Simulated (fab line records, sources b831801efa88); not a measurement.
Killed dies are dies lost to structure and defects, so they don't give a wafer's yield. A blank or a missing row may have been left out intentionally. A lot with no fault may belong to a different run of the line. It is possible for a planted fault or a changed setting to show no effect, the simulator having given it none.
fab line records + flow gf180mcu
record
- lots=12
- wafers=36
- lastDay=34
route steps=602 shown SALICIDE@280 CONTACT@303 V1@351
lots with no fault: from the same line, run without faults
startH: the number of hours between the record's first day and the start of the first shown wafer of the lot + waitH: hours from the lot's prior step to this one + " the same as in the row above + L1.1+2: one row covering several wafers at once + - no value present, or no start provided + * or withheld: withheld + < > ~ a bound
route shown NAME@n: names a module that has steps shown in the file, with the first one's number in the route + usual: mean/standard deviation taken from wafers without a fault + same: alike in all rows + chamber/n: place in a boat + sites: each site's reading + _std_site: the standard deviation of these + _edge_site: inner sites' mean taken away from outer sites' mean + radiusMm: how far each site lies from the wafer's centre + mask NAME#n: copy n + behind: the last tool/chamber to shape the wafer + hold: why the lot was held/for how many hours/how that ended + device: the transistor (n, p or np) that didn't switch + end of line: the route-end tests of the same wafers + step lacking rows: just its recipe + killed: dies lost to structure and defects at the first sort, not the wafer's yield + map: the dies of a wafer, with x for killed, . for not killed, _ for no die there
set.NAME: the setting as run; set.NAME@STEP: as run at that earlier step + model.NAME: the simulator's own value behind a step, which no gauge read
the route's steps for a sample of lots (tables are steps, rows are wafers)
services: a tool's chamber out of use, with start hour (startH, from the record's first day; less than 0 if before it), hours out, and reason
## steps
# step GF_SALICIDE_SPUTTER_02
# recipe
- material=Co
- targetThkNm=10
- powerW=1000
- timeS=20
- chamberPressurePa=0.4
# usual
- chamberPressurePa=0.4000/0.00079
- throttleValvePct=29.7/1.2
| lot.wafer | tool          | chamber | startH | waitH | chamberPressurePa | throttleValvePct |
|-----------|---------------|---------|--------|-------|-------------------|------------------|
| L374.1    | pvdSputter-03 | -       | 338.51 | 0.0   | 0.4008            | 31.5             |
| L374.3    | "             | -       | "      | "     | 0.3992            | 29.1             |
| L374.5    | "             | -       | "      | "     | 0.4000            | 28.9             |
| L375.2    | pvdSputter-02 | -       | 348.35 | 0.0   | 0.4001            | 29.9             |
| L375.4    | "             | -       | "      | "     | 0.4008            | 30.4             |
| L375.5    | "             | -       | "      | "     | 0.4003            | 30.1             |
| L376.3    | pvdSputter-02 | -       | 357.53 | 0.0   | 0.4014            | 30.3             |
| L376.5    | "             | -       | "      | "     | 0.4001            | 30.6             |
| L376.6    | "             | -       | "      | "     | 0.4005            | 30.3             |
| L377.1    | pvdSputter-03 | -       | 359.82 | 0.0   | 0.4010            | 30.2             |
| L377.3    | "             | -       | "      | "     | 0.4016            | 28.2             |
| L377.5    | "             | -       | "      | "     | 0.4010            | 30.9             |
| L378.2    | pvdSputter-02 | -       | 375.42 | 0.0   | 0.4004            | 30.9             |
| L378.3    | "             | -       | "      | "     | 0.3995            | 30.2             |
| L378.6    | "             | -       | "      | "     | 0.3992            | 30.2             |
| L381.1    | pvdSputter-04 | -       | 398.01 | 0.0   | 0.4000            | 30.7             |
| L381.2    | "             | -       | "      | "     | 0.3990            | 29.5             |
| L381.4    | "             | -       | "      | "     | 0.3998            | 27.2             |
| L382.2    | pvdSputter-04 | -       | 408.35 | 0.0   | 0.3990            | 30.5             |
| L382.5    | "             | -       | "      | "     | 0.4006            | 27.3             |
| L382.6    | "             | -       | "      | "     | 0.3996            | 30.4             |
| L385.2    | pvdSputter-04 | -       | 439.17 | 0.0   | 0.4004            | 27.2             |
| L385.3    | "             | -       | "      | "     | 0.4010            | 30.7             |
| L385.6    | "             | -       | "      | "     | 0.3997            | 27.1             |
| L387.1    | pvdSputter-04 | -       | 454.28 | 0.0   | 0.4001            | 27.3             |
| L387.4    | "             | -       | "      | "     | 0.4002            | 30.5             |
| L387.5    | "             | -       | "      | "     | 0.4001            | 30.8             |
| L388.1    | pvdSputter-02 | -       | 461.74 | 0.0   | 0.4005            | 29.8             |
| L388.4    | "             | -       | "      | "     | 0.4003            | 30.2             |
| L388.5    | "             | -       | "      | "     | 0.4011            | 29.9             |
| L392.1    | pvdSputter-04 | -       | 494.01 | 0.0   | 0.4008            | 29.8             |
| L392.2    | "             | -       | "      | "     | 0.3992            | 30.6             |
| L392.3    | "             | -       | "      | "     | 0.3995            | 30.3             |
| L397.4    | pvdSputter-02 | -       | 530.13 | 0.0   | 0.4003            | 30.4             |
| L397.5    | "             | -       | "      | "     | 0.3991            | 30.1             |
| L397.6    | "             | -       | "      | "     | 0.4005            | 30.3             |
# step GF_SALICIDE_RS_MEAS_04
# recipe
- thkMeasGauge=four-point-probe
- reads=TiN_of_SALICIDE_SPUTTER_03+Co_of_SALICIDE_SPUTTER_02
# usual
- SALICIDE_TIN_RS=16.2/0.35
| lot.wafer | tool         | chamber | startH | waitH | SALICIDE_TIN_RS[ohm/sq] |
|-----------|--------------|---------|--------|-------|-------------------------|
| L374.1    | filmMetro-01 | -       | 338.57 | 0.0   | 16.0                    |
| L374.3    | "            | -       | "      | "     | 16.5                    |
| L374.5    | "            | -       | "      | "     | 16.5                    |
| L375.2    | filmMetro-04 | -       | 348.42 | 0.0   | 16.9                    |
| L375.4    | "            | -       | "      | "     | 16.6                    |
| L375.5    | "            | -       | "      | "     | 16.6                    |
| L376.3    | filmMetro-04 | -       | 357.63 | 0.1   | 16.6                    |
| L376.5    | "            | -       | "      | "     | 16.5                    |
| L376.6    | "            | -       | "      | "     | 16.6                    |
| L377.1    | filmMetro-01 | -       | 359.87 | 0.0   | 15.8                    |
| L377.3    | "            | -       | "      | "     | 15.8                    |
| L377.5    | "            | -       | "      | "     | 15.5                    |
| L378.2    | filmMetro-03 | -       | 375.50 | 0.0   | 16.2                    |
| L378.3    | "            | -       | "      | "     | 16.5                    |
| L378.6    | "            | -       | "      | "     | 16.4                    |
| L381.1    | filmMetro-04 | -       | 398.06 | 0.0   | 15.9                    |
| L381.2    | "            | -       | "      | "     | 15.9                    |
| L381.4    | "            | -       | "      | "     | 16.1                    |
| L382.2    | filmMetro-03 | -       | 408.42 | 0.0   | 16.0                    |
| L382.5    | "            | -       | "      | "     | 16.5                    |
| L382.6    | "            | -       | "      | "     | 16.0                    |
| L385.2    | filmMetro-03 | -       | 439.25 | 0.0   | 16.8                    |
| L385.3    | "            | -       | "      | "     | 16.2                    |
| L385.6    | "            | -       | "      | "     | 16.7                    |
| L387.1    | filmMetro-03 | -       | 454.33 | 0.0   | 16.4                    |
| L387.4    | "            | -       | "      | "     | 16.0                    |
| L387.5    | "            | -       | "      | "     | 16.0                    |
| L388.1    | filmMetro-04 | -       | 461.79 | 0.0   | 16.3                    |
| L388.4    | "            | -       | "      | "     | 16.3                    |
| L388.5    | "            | -       | "      | "     | 16.5                    |
| L392.1    | filmMetro-01 | -       | 494.07 | 0.0   | 23.6                    |
| L392.2    | "            | -       | "      | "     | 15.5                    |
| L392.3    | "            | -       | "      | "     | 15.6                    |
| L397.4    | filmMetro-04 | -       | 530.24 | 0.1   | 16.2                    |
| L397.5    | "            | -       | "      | "     | 16.4                    |
| L397.6    | "            | -       | "      | "     | 16.3                    |
# step GF_CONTACT_ETCH_16
# recipe
- chemistry=N2/H2
- targetDepthA=withheld
- overetchA=withheld
- timeS=withheld
- target=BARC
- ionEnergyEv=200
- sourceW=500
- biasW=100
- pressureMtorr=30
- n2FlowSccm=100
- h2FlowSccm=200
# usual
- biasW=100.0/0.32
- drypumpMotorCurrentA=5.76/0.3
- oesProductAu=0.855/0.0048
- throttleValvePct=13.225/0.009
| lot.wafer | tool       | chamber | startH | waitH | biasW | drypumpMotorCurrentA | oesProductAu | throttleValvePct |
|-----------|------------|---------|--------|-------|-------|----------------------|--------------|------------------|
| L374.1    | rieDiel-02 | 3       | 361.46 | 0.0   | 100.2 | 5.95                 | 0.852        | 13.242           |
| L374.3    | "          | 2       | "      | "     | 99.6  | 5.77                 | 0.852        | 13.216           |
| L374.5    | "          | 1       | "      | "     | 100.5 | 5.55                 | 0.855        | 13.224           |
| L375.2    | rieDiel-01 | 1       | 371.58 | 0.0   | 99.3  | 5.88                 | 0.867        | 13.220           |
| L375.4    | "          | 2       | "      | "     | 100.3 | 6.09                 | 0.855        | 13.237           |
| L375.5    | "          | 2       | "      | "     | 100.0 | 6.05                 | 0.849        | 13.225           |
| L376.3    | rieDiel-04 | 1       | 380.93 | 0.0   | 100.4 | 6.51                 | 0.856        | 13.232           |
| L376.5    | "          | 2       | "      | "     | 100.0 | 5.68                 | 0.850        | 13.237           |
| L376.6    | "          | 3       | "      | "     | 99.5  | 6.26                 | 0.852        | 13.225           |
| L377.1    | rieDiel-02 | 1       | 383.16 | 0.0   | 100.5 | 5.61                 | 0.863        | 13.225           |
| L377.3    | "          | 0       | "      | "     | 99.9  | 5.38                 | 0.849        | 13.235           |
| L377.5    | "          | 3       | "      | "     | 99.6  | 5.88                 | 0.852        | 13.225           |
| L378.2    | rieDiel-01 | 1       | 399.91 | 0.0   | 99.5  | 5.84                 | 0.851        | 13.237           |
| L378.3    | "          | 3       | "      | "     | 100.4 | 5.74                 | 0.856        | 13.212           |
| L378.6    | "          | 0       | "      | "     | 100.0 | 5.70                 | 0.850        | 13.218           |
| L381.1    | rieDiel-01 | 0       | 423.03 | 0.0   | 99.7  | 5.71                 | 0.853        | 13.233           |
| L381.2    | "          | 1       | "      | "     | 100.0 | 5.86                 | 0.853        | 13.243           |
| L381.4    | "          | 2       | "      | "     | 99.4  | 6.15                 | 0.864        | 13.239           |
| L382.2    | rieDiel-04 | 3       | 433.04 | 0.0   | 99.9  | 6.21                 | 0.858        | 13.253           |
| L382.5    | "          | 2       | "      | "     | 99.6  | 5.67                 | 0.859        | 13.210           |
| L382.6    | "          | 1       | "      | "     | 99.3  | 6.51                 | 0.857        | 13.226           |
| L385.2    | rieDiel-04 | 3       | 464.71 | 0.0   | 99.7  | 6.22                 | 0.861        | 13.228           |
| L385.3    | "          | 1       | "      | "     | 100.1 | 6.47                 | 0.863        | 13.229           |
| L385.6    | "          | 1       | "      | "     | 100.0 | 6.48                 | 0.853        | 13.231           |
| L387.1    | rieDiel-04 | 1       | 479.51 | 0.0   | 99.7  | 6.52                 | 0.856        | 13.224           |
| L387.4    | "          | 3       | "      | "     | 99.5  | 6.25                 | 0.860        | 13.237           |
| L387.5    | "          | 0       | "      | "     | 100.0 | 5.34                 | 0.861        | 13.218           |
| L388.1    | rieDiel-01 | 0       | 487.11 | 0.0   | 100.5 | 5.69                 | 0.860        | 13.222           |
| L388.4    | "          | 1       | "      | "     | 99.8  | 5.85                 | 0.853        | 13.231           |
| L388.5    | "          | 0       | "      | "     | 100.0 | 5.70                 | 0.844        | 13.241           |
| L392.1    | rieDiel-02 | 3       | 518.68 | 0.0   | 100.2 | 5.89                 | 0.860        | 13.221           |
| L392.2    | "          | 1       | "      | "     | 100.3 | 5.58                 | 0.862        | 13.220           |
| L392.3    | "          | 0       | "      | "     | 99.8  | 5.38                 | 0.857        | 13.217           |
| L397.4    | rieDiel-02 | 3       | 554.09 | 0.0   | 100.3 | 5.90                 | 0.856        | 13.220           |
| L397.5    | "          | 0       | "      | "     | 99.9  | 5.36                 | 0.859        | 13.240           |
| L397.6    | "          | 1       | "      | "     | 99.8  | 5.57                 | 0.851        | 13.215           |
# step GF_CONTACT_STRIP_18
# recipe
- chemistry=O2/N2
- powerW=1400
- pressureMtorr=1500
- platenTempC=250
- o2FlowSccm=3000
- n2FlowSccm=300
- overashFraction=0.5
# usual
- drypumpMotorCurrentA=5.6/0.33
- heaterPowerW=356/24
- oesProductAu=0.581/0.0054
| lot.wafer | tool           | chamber | startH | waitH | drypumpMotorCurrentA | heaterPowerW | oesProductAu | rfHoursCounterH |
|-----------|----------------|---------|--------|-------|----------------------|--------------|--------------|-----------------|
| L374.1    | plasmaAsher-01 | 1       | 361.62 | -     | 5.7                  | 338          | 0.581        | 64              |
| L374.3    | "              | 1       | "      | "     | 5.7                  | 331          | 0.589        | -               |
| L374.5    | "              | 1       | "      | "     | 5.7                  | 329          | 0.585        | -               |
| L375.2    | plasmaAsher-04 | 0       | 371.75 | -     | 5.7                  | 411          | 0.583        | 25              |
| L375.4    | "              | 1       | "      | "     | 5.6                  | 361          | 0.569        | -               |
| L375.5    | "              | 1       | "      | "     | 5.6                  | 355          | 0.589        | -               |
| L376.3    | plasmaAsher-01 | 0       | 381.13 | -     | 5.1                  | 353          | 0.570        | -               |
| L376.5    | "              | 1       | "      | "     | 5.7                  | 334          | 0.578        | -               |
| L376.6    | "              | 0       | "      | "     | 5.0                  | 348          | 0.580        | -               |
| L377.1    | plasmaAsher-01 | 1       | 383.32 | -     | 5.7                  | 336          | 0.581        | 67              |
| L377.3    | "              | 0       | "      | "     | 5.1                  | 346          | 0.588        | -               |
| L377.5    | "              | 1       | "      | "     | 5.7                  | 335          | 0.577        | -               |
| L378.2    | plasmaAsher-02 | 1       | 400.07 | -     | 6.1                  | 336          | 0.590        | 62              |
| L378.3    | "              | 0       | "      | "     | 5.4                  | 373          | 0.581        | -               |
| L378.6    | "              | 1       | "      | "     | 6.1                  | 329          | 0.584        | -               |
| L381.1    | plasmaAsher-04 | 1       | 423.19 | -     | 5.6                  | 369          | 0.582        | 30              |
| L381.2    | "              | 0       | "      | "     | 5.7                  | 413          | 0.572        | 30              |
| L381.4    | "              | 0       | "      | "     | 5.7                  | 409          | 0.574        | -               |
| L382.2    | plasmaAsher-01 | 1       | 433.21 | -     | 5.7                  | 333          | 0.584        | 0               |
| L382.5    | "              | 1       | "      | "     | 5.7                  | 329          | 0.578        | -               |
| L382.6    | "              | 0       | "      | "     | 5.0                  | 364          | 0.593        | -               |
| L385.2    | plasmaAsher-02 | 0       | 464.87 | -     | 5.4                  | 368          | 0.573        | 69              |
| L385.3    | "              | 0       | "      | "     | 5.4                  | 361          | 0.578        | -               |
| L385.6    | "              | 1       | "      | "     | 6.1                  | 341          | 0.581        | -               |
| L387.1    | plasmaAsher-01 | 1       | 479.67 | -     | 5.7                  | 330          | 0.590        | 5               |
| L387.4    | "              | 1       | "      | "     | 5.7                  | 342          | 0.582        | -               |
| L387.5    | "              | 0       | "      | "     | 5.1                  | 350          | 0.580        | -               |
| L388.1    | plasmaAsher-04 | 0       | 487.27 | -     | 5.7                  | 417          | 0.581        | 37              |
| L388.4    | "              | 0       | "      | "     | 5.7                  | 404          | 0.572        | -               |
| L388.5    | "              | 0       | "      | "     | 5.7                  | 413          | 0.577        | -               |
| L392.1    | plasmaAsher-01 | 0       | 518.84 | -     | 5.1                  | 351          | 0.583        | 9               |
| L392.2    | "              | 1       | "      | "     | 5.7                  | 333          | 0.571        | 9               |
| L392.3    | "              | 1       | "      | "     | 5.7                  | 331          | 0.588        | -               |
| L397.4    | plasmaAsher-01 | 0       | 554.29 | -     | 5.0                  | 367          | 0.580        | -               |
| L397.5    | "              | 0       | "      | "     | 5.1                  | 354          | 0.578        | -               |
| L397.6    | "              | 1       | "      | "     | 5.7                  | 338          | 0.584        | -               |
# step GF_V1_ETCH_16
# recipe
- chemistry=N2/H2
- targetDepthA=withheld
- overetchA=withheld
- timeS=withheld
- target=BARC
- ionEnergyEv=200
- sourceW=500
- biasW=100
- pressureMtorr=30
- n2FlowSccm=100
- h2FlowSccm=200
# usual
- biasW=100.00/0.28
- drypumpMotorCurrentA=5.8/0.38
- oesProductAu=0.854/0.0054
- throttleValvePct=13.226/0.0091
| lot.wafer | tool       | chamber | startH | waitH | biasW  | drypumpMotorCurrentA | oesProductAu | throttleValvePct |
|-----------|------------|---------|--------|-------|--------|----------------------|--------------|------------------|
| L374.1    | rieDiel-04 | 3       | 410.02 | 0.0   | 100.24 | 6.3                  | 0.854        | 13.226           |
| L374.3    | "          | 1       | "      | "     | 99.65  | 6.5                  | 0.856        | 13.225           |
| L374.5    | "          | 3       | "      | "     | 100.00 | 6.3                  | 0.852        | 13.247           |
| L375.2    | rieDiel-02 | 0       | 420.39 | 0.0   | 99.90  | 5.4                  | 0.846        | 13.219           |
| L375.4    | "          | 3       | "      | "     | 99.17  | 5.9                  | 0.856        | 13.231           |
| L375.5    | "          | 0       | "      | "     | 100.52 | 5.4                  | 0.854        | 13.238           |
| L376.3    | rieDiel-03 | 1       | 431.09 | 0.0   | 100.46 | 6.4                  | 0.855        | 13.234           |
| L376.5    | "          | 1       | "      | "     | 100.29 | 6.5                  | 0.857        | 13.213           |
| L376.6    | "          | 0       | "      | "     | 100.02 | 5.6                  | 0.858        | 13.220           |
| L377.1    | rieDiel-03 | 0       | 434.16 | 0.0   | 99.99  | 5.6                  | 0.849        | 13.222           |
| L377.3    | "          | 2       | "      | "     | 99.71  | 6.0                  | 0.862        | 13.223           |
| L377.5    | "          | 2       | "      | "     | 100.13 | 6.0                  | 0.851        | 13.242           |
| L378.2    | rieDiel-02 | 1       | 450.94 | 0.0   | 100.47 | 5.6                  | 0.853        | 13.235           |
| L378.3    | "          | 2       | "      | "     | 100.23 | 5.8                  | 0.848        | 13.210           |
| L378.6    | "          | 1       | "      | "     | 100.30 | 5.6                  | 0.859        | 13.231           |
| L381.1    | rieDiel-04 | 2       | 473.52 | 0.0   | 99.97  | 5.7                  | 0.852        | 13.228           |
| L381.2    | "          | 3       | "      | "     | 100.30 | 6.3                  | 0.851        | 13.239           |
| L381.4    | "          | 0       | "      | "     | 100.23 | 5.4                  | 0.841        | 13.222           |
| L382.2    | rieDiel-04 | 3       | 484.54 | 0.0   | 99.86  | 6.3                  | 0.849        | 13.214           |
| L382.5    | "          | 0       | "      | "     | 100.06 | 5.4                  | 0.853        | 13.202           |
| L382.6    | "          | 2       | "      | "     | 100.35 | 5.7                  | 0.861        | 13.236           |
| L385.2    | rieDiel-03 | 1       | 514.72 | 0.0   | 100.28 | 6.4                  | 0.861        | 13.230           |
| L385.3    | "          | 3       | "      | "     | 99.77  | 5.4                  | 0.857        | 13.222           |
| L385.6    | "          | 3       | "      | "     | 99.77  | 5.4                  | 0.849        | 13.213           |
| L387.1    | rieDiel-03 | 1       | 530.14 | 0.0   | 99.88  | 6.4                  | 0.864        | 13.230           |
| L387.4    | "          | 0       | "      | "     | 99.82  | 5.6                  | 0.848        | 13.236           |
| L387.5    | "          | 3       | "      | "     | 99.81  | 5.5                  | 0.850        | 13.233           |
| L388.1    | rieDiel-04 | 0       | 536.92 | 0.0   | 99.40  | 5.3                  | 0.865        | 13.237           |
| L388.4    | "          | 1       | "      | "     | 100.15 | 6.5                  | 0.851        | 13.229           |
| L388.5    | "          | 1       | "      | "     | 100.43 | 6.5                  | 0.860        | 13.220           |
| L392.1    | rieDiel-02 | 0       | 567.12 | 0.0   | 100.07 | 5.4                  | 0.847        | 13.217           |
| L392.2    | "          | 3       | "      | "     | 100.35 | 5.9                  | 0.863        | 13.243           |
| L392.3    | "          | 1       | "      | "     | 100.11 | 5.6                  | 0.857        | 13.221           |
| L397.4    | rieDiel-02 | 0       | 601.17 | 0.0   | 99.83  | 5.4                  | 0.860        | 13.234           |
| L397.5    | "          | 2       | "      | "     | 100.12 | 5.8                  | 0.854        | 13.212           |
| L397.6    | "          | 1       | "      | "     | 99.72  | 5.6                  | 0.861        | 13.219           |
## services
| tool           | chamber | startH | hours | kind   |
|----------------|---------|--------|-------|--------|
| plasmaAsher-01 | -       | 317.65 | 3.2   | repair |
| pvdSputter-02  | -       | 328.95 | 5.5   | repair |
| plasmaAsher-01 | -       | 330.37 | 0.3   | repair |
| rieDiel-03     | 0       | 333.28 | 2.7   | repair |
| rieDiel-01     | 2       | 347.06 | 8.0   | repair |
| rieDiel-01     | 1       | 351.98 | 9.0   | repair |
| rieDiel-01     | 1       | 380.77 | 17.3  | repair |
| pvdSputter-02  | -       | 401.15 | 5.3   | repair |
| rieDiel-01     | 3       | 407.40 | 3.6   | repair |
| rieDiel-04     | 2       | 414.74 | 13.5  | repair |
| plasmaAsher-01 | -       | 421.25 | 9.0   | pm     |
| rieDiel-01     | 2       | 444.19 | 3.7   | repair |
| rieDiel-04     | 1       | 444.60 | 15.0  | repair |
| rieDiel-03     | 3       | 458.28 | 6.6   | repair |
| rieDiel-03     | -       | 463.13 | 14.6  | pm     |
| rieDiel-02     | -       | 473.14 | 15.6  | pm     |
| rieDiel-04     | 1       | 482.30 | 10.7  | repair |
| rieDiel-02     | 3       | 488.89 | 6.3   | repair |
| rieDiel-01     | 2       | 501.54 | 3.5   | repair |
| pvdSputter-02  | -       | 532.31 | 4.7   | repair |
| rieDiel-04     | 0       | 547.73 | 4.0   | repair |
| rieDiel-04     | 3       | 548.91 | 16.3  | repair |
| rieDiel-02     | 2       | 568.54 | 4.7   | repair |
| rieDiel-04     | 2       | 586.77 | 4.5   | repair |
## key
firstSign
- step=GF_SALICIDE_RS_MEAS_04
- reading=SALICIDE_TIN_RS
- direction=up
- sigmas=21
- usual=16.2
- struck=23.6
effect none on later readings
metAt GF_SALICIDE_SPUTTER_02
struckLots L392
struckWafers L392.1
testerLeftOut L392
notActingAt GF_CONTACT_ETCH_16,GF_CONTACT_STRIP_18,GF_V1_ETCH_16
onsetBetween 398.01 494.01
fault
- kind=processParameterDrift
- tool=pvdSputter-04
- chamber=-
- onsetH=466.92
- steps=GF_SALICIDE_SPUTTER_02
- channel=targetThkNm
- offset=-3.7283
- shape=step
- endH=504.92
- actsIn=theseRecipesOnly
- stated=10
- scope=struckWafersOnly
# testerLeftOut: of these lots the tester's yield and bins aren't shown, on N5 and GAA mostly nor the transistor test; their killed dies are dies lost to structure and defects alone, not to doping, threshold or leakage, so they don't give the yield
